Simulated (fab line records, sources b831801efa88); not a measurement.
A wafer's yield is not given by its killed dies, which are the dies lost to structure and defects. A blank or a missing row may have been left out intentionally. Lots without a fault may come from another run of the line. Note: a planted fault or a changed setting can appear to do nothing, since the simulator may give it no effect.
Which tool is to blame?    flow sky130    12 lots with 36 wafers sampled at 3 steps, on a route of 708 steps

WHAT EACH GAUGE READ, for each wafer
SKY_DNWELL_TW_MEAS_09. Usual: DNWELL_TW typically reads 1119, with standard deviation 11.
lot   measured     on             DNWELL_TW       flag
L805  day 3 10:28  film-metro-01  1133 1128 1132  
L806  day 3 15:29  film-metro-03  1111 1111 1108  
L808  day 4 02:55  film-metro-01  1119 1115 1124  
L810  day 4 15:38  film-metro-04  1123 1120 1125  
L813  day 5 05:23  film-metro-03  1103 1102 1102  
L814  day 5 09:37  film-metro-03  1104 1106 1108  
L816  day 5 22:06  film-metro-03  1106 1108 1105  
L819  day 6 13:58  film-metro-04  1123 1119 1122  
L821  day 7 00:24  film-metro-01  1120 1122 1113  
L824  day 7 16:49  film-metro-04  1135 1136 1132  
L826  day 8 02:28  film-metro-04  1126 1119 1128  
L827  day 8 07:28  film-metro-01  1124 1126 1118  

SKY_LOCAL_INTERCONNECT_THK_MEAS_02: measures by xrf. Usual: LOCAL_INTERCONNECT_TIN_THK typically reads 100.8 nm, with standard deviation 1.1.
lot   measured      on             LOCAL_INTERCONNECT_TIN_THK (nm)  flag
L805  day 30 10:01  film-metro-04  101.0 100.0 100.2                
L806  day 30 07:20  film-metro-02  99.4 98.8 98.7                   
L808  day 30 17:54  film-metro-04  101.8 102.7 101.6                
L810  day 31 17:02  film-metro-04  101.8 100.4 100.7                
L813  day 32 04:50  film-metro-02  98.9 99.8 99.0                   
L814  day 32 17:17  film-metro-03  102.1 101.8 102.1                
L816  day 33 08:25  film-metro-04  100.8 101.9 101.0                
L819  day 34 04:25  film-metro-04  102.9 100.7 101.8                
L821  day 34 20:02  film-metro-02  100.9 102.1 100.7                
L824  day 35 13:31  film-metro-02  101.2 101.8 101.7                
L826  day 36 02:04  film-metro-03  100.0 101.0 100.0                
L827  day 36 14:13  film-metro-04  100.4 100.3 100.7                

WHAT TOOL EACH LOT RAN ON (gives the tool, then ch and the chambers of the sampled wafers, and finally the start)
lot   SKY_POLY_GATE_ETCH_17
L805  rie-si-02 ch 0,1,3, day 17 14:50
L806  rie-si-01 ch 0,2, day 17 12:52
L808  rie-si-01 ch 1,2,3, day 17 23:20
L810  rie-si-02 ch 1,2,3, day 19 03:47
L813  rie-si-02 ch 0,2,3, day 19 19:56
L814  rie-si-01 ch 0,2,3, day 20 07:14
L816  rie-si-02 ch 0,1,3, day 20 23:15
L819  rie-si-01 ch 1,2, day 21 22:05
L821  rie-si-01 ch 0,1,3, day 22 17:22
L824  rie-si-02 ch 0,1,2, day 23 14:54
L826  rie-si-02 ch 1,2, day 24 03:29
L827  rie-si-02 ch 2,3, day 24 16:47
- SKY_POLY_GATE_ETCH_17: etches poly-Si in HBr/Cl2, stops on SiO2, target depth 180 nm, time 70.5 s.

AS READ BY THE TOOLS THEMSELVES (means over the sampled wafers that have a number; for cases with no such wafer, the mark the record gives instead)
SKY_POLY_GATE_ETCH_17. Usual: bias-w 100.06 W, standard deviation 0.3; drypump-motor-current-A 5.6 A, standard deviation 0.52; oes-product-au 0.983 a.u., standard deviation 0.0065; rf-fwd-power-W 397.3 W, standard deviation 1.3; throttle-valve-pct 33.686 %, standard deviation 0.0089.
lot   tool       bias-w (W)  drypump-motor-current-A (A)  oes-product-au (a.u.)  rf-fwd-power-W (W)  throttle-valve-pct (%)  flag
L805  rie-si-02  100.22      5.8                          0.977                  398.0               33.693                  
L806  rie-si-01  100.38      5.2                          0.982                  397.2               33.687                  
L808  rie-si-01  99.81       5.6                          0.978                  397.0               33.679                  
L810  rie-si-02  99.70       5.6                          0.990                  397.0               33.683                  
L813  rie-si-02  96.73       5.6                          0.985                  396.2               33.689                  OFF
L814  rie-si-01  99.98       5.1                          0.979                  398.0               33.681                  
L816  rie-si-02  96.30       5.8                          0.978                  397.3               33.678                  OFF
L819  rie-si-01  99.96       5.9                          0.990                  397.3               33.688                  
L821  rie-si-01  100.18      5.4                          0.985                  397.1               33.685                  
L824  rie-si-02  100.10      5.6                          0.988                  397.2               33.689                  
L826  rie-si-02  100.22      5.6                          0.982                  396.7               33.690                  
L827  rie-si-02  99.57       5.7                          0.982                  397.2               33.687                  

THE ANSWER, worked out from the rows above alone
Rule: lot off if the mean of its wafers having a number is beyond 3 standard deviations from the usual mean. A lot without any number at a reading at which 4 lots or more have one is off too. All remaining lots with rows at the step are treated as sound. Order of review: gauges by route order, followed by the tools' own readings, for which a lot's mean as printed above is used. The first step at which some lot is off is used, and at that step the reading that is off furthest; a lot without a number counts as furthest.
Off: L813, L816, at SKY_POLY_GATE_ETCH_17 (bias-w).
A tool fits if, at that step or a process step before it, it ran every lot that is off, and no sound lot after the first of them. Of those tried, none fits.

WHAT THE SIMULATOR PUT IN
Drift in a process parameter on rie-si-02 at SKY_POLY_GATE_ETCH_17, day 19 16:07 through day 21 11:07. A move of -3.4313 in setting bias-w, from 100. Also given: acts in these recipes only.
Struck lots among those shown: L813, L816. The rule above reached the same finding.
